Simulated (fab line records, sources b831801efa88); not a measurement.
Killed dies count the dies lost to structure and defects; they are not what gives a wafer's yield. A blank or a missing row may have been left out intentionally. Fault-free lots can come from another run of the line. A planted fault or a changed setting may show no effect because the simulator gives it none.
A struck lot beside a sound one / flow gf180mcu / 15 steps out of a route of 602
Sound: these wafers, L728.1, L728.4, L728.5. Struck: wafers L715.2, L715.5, L715.6. The cause comes at the end.
Order at every step that has rows: each side's tool, ch and its chambers, its first start. Under that, the readings that differ: sound wafers / struck wafers / difference of the means / sigmas: that difference in standard deviations of wafers without a fault.
alike: readings with means less than 2 such deviations apart, plus words and numbers identical on both sides. not compared: withheld readings, readings lacking a value on some wafer, bounds such as >300 that could conceal the same value, and numbers that have no deviation in the record and whose values overlap.
The two part at a step that has a row with sigmas, a row that says differs or no value, or rows on one side only. Numbers that don't overlap but have no deviation are shown without sigmas and don't part them. A reading that every wafer of one side lacks parts them only if that side has two wafers or more.

first, 7 steps without rows for these wafers: GF_DUAL_GATE_DEHYDRATE_04 (time 60 s); GF_DUAL_GATE_HMDS_05 (prime time 60 s); GF_DUAL_GATE_COAT_06 (resist thk 1000 nm); GF_DUAL_GATE_SOFTBAKE_07 (time 60 s); GF_DUAL_GATE_EXPOSE_08 (exposes mask Dualgate, target cd 700 nm); GF_DUAL_GATE_PEB_09; GF_DUAL_GATE_DEVELOP_10 (develop time 60 s).
GF_DUAL_GATE_OVL_MEAS_11:
  sound on overlay-01, day 13 19:38; struck on overlay-01, day 10 01:50
  alike: DUAL_GATE_OVL
then, 1 step without rows for these wafers: GF_DUAL_GATE_WET_ETCH_12 (etches SiO2 in dHF, target depth 13 nm, time 260 s).
GF_DUAL_GATE_STRIP_13: strips in O2/N2.
  sound on plasma_asher-01 ch 0,1, day 13 19:54; struck on plasma_asher-01 ch 0,1, day 10 01:56
  alike: drypump_motor_current_A, heater_power_w, oes_product_au, platen_temp_c, strip_time_to_endpoint_s
  not compared: rf_hours_counter_h
then, 2 steps without rows for these wafers: GF_DUAL_GATE_CLEAN_14 (cleans in SC1/SC2, time 150 s); GF_DUAL_GATE_OXIDATION_15 (stabilise 600 s, purge 300 s, target thk 7.098 nm).
GF_POLY_GATE_CVD_00: deposits poly-Si, target thk 200 nm, time 1200 s.
  sound on lpcvd-02 ch 1, day 13 22:14; struck on lpcvd-01 ch 0, day 10 03:39
reading=zone_power_upper_pct (%); sound=8.6 8.5 8.5; struck=11.1 11.0 10.9; difference=+2.5; sigmas=+3
reading=model.poly-Si_of_POLY_GATE_CVD_00.thk_nm (nm); sound=201.6 199.9 201.9; struck=80.91 82.45 81.23; difference=-119.60; sigmas=
GF_POLY_GATE_THK_MEAS_01:
  sound on film_metro-01, day 14 00:14; struck on film_metro-03, day 10 05:13
reading=POLY_GATE_CVD_00_THK (nm); sound=201.5 199.9 201.8; struck=80.9 82.4 81.2; difference=-119.6; sigmas=-60
  not compared: hold
GF_PASSIVATION_PROBE_99:
  sound wafers here have rows in the record (prober-02, day 34 02:29); struck ones have none

WHERE THEY PART
First at GF_POLY_GATE_CVD_00; last, within this record, at GF_PASSIVATION_PROBE_99.

WHY: what had been put in by the simulator
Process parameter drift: lpcvd-01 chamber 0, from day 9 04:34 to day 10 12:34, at GF_POLY_GATE_CVD_00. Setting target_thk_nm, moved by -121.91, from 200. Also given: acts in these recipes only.
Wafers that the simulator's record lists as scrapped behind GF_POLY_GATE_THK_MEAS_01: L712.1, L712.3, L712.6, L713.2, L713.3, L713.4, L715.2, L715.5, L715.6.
